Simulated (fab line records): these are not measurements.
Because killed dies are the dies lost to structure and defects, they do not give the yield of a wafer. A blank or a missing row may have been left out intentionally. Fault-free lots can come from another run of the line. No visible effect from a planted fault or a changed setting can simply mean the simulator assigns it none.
Which tool is to blame? -- flow sfq-line -- 7 lots with 21 wafers sampled at 3 steps, on a route of 325 steps

WHAT THE GAUGES READ, wafer by wafer
SFQ_I7_OVL_MEAS_947.
lot,measured,on,I7_OVL (nm)
L505,day 81 18:08,overlay-02,-12 -4 -5
L507,day 82 04:32,overlay-02,- - -
L513,day 82 11:46,overlay-02,2 5 3
L517,day 85 21:49,overlay-02,-6 -2 -7
L519,day 86 19:26,overlay-02,1 -9 0
L521,day 87 08:57,overlay-02,11 9 16
L523,day 87 23:51,overlay-01,-10 -13 -7

WHAT TOOL EACH LOT RAN ON (gives the tool, then ch and the chambers of the sampled wafers, and finally the start)
lot,SFQ_TRILAYER_M4_ETCH_METAL_ETCH_096,SFQ_TRILAYER_M6_LITHO_PEB_162
L505,"rie-metal-01 ch 1, day 49 21:59","litho-track-01 ch 0, day 76 08:46"
L507,"rie-metal-04 ch 0,1, day 53 11:52","litho-track-02, day 76 18:22"
L513,"rie-metal-02 ch 0,1, day 54 08:19","litho-track-03 ch 0, day 77 04:02"
L517,"rie-metal-04 ch 0,1, day 54 22:37","litho-track-02 ch 0, day 77 18:23"
L519,"rie-metal-01 ch 1, day 57 08:26","litho-track-01 ch 0, day 79 10:04"
L521,"rie-metal-02 ch 0,1, day 59 00:59","litho-track-01 ch 0, day 80 11:25"
L523,"rie-metal-04 ch 0,1, day 59 16:41","litho-track-02 ch 0, day 81 00:01"
- SFQ_TRILAYER_M4_ETCH_METAL_ETCH_096: etches Nb in Cl2/Ar, stops on SiO2, target depth 240 nm, time 120 s.
- SFQ_TRILAYER_M6_LITHO_PEB_162: peb time 60 s.

THE ANSWER, worked out from the rows above alone
Rule: the lots themselves supply what counts as usual. Put in order of their means at a reading, lots are off if they are a third of the lots or fewer, leave a main group of 4 or more, and stand apart from it by a gap of 3 or more times the standard deviation of the main group's means; of several such gaps the widest counts. The tables above print the reading to a certain number of digits; a main group whose means all agree to those digits is not used. Also off: a lot with no number at a reading for which 4 or more lots have one. All remaining lots with rows at the step are treated as sound.
Off: at SFQ_I7_OVL_MEAS_947 (I7_OVL), L507. Without a number there: L507. The main group: mean -2 nm, standard deviation 7.3.
A tool fits if, at a process step before that reading, it ran every lot that is off, and no sound lot after the first of them. The gauges at SFQ_I7_OVL_MEAS_947 are tried like those tools. Not one of the candidates tried fits.

WHAT THE SIMULATOR HAD PUT IN
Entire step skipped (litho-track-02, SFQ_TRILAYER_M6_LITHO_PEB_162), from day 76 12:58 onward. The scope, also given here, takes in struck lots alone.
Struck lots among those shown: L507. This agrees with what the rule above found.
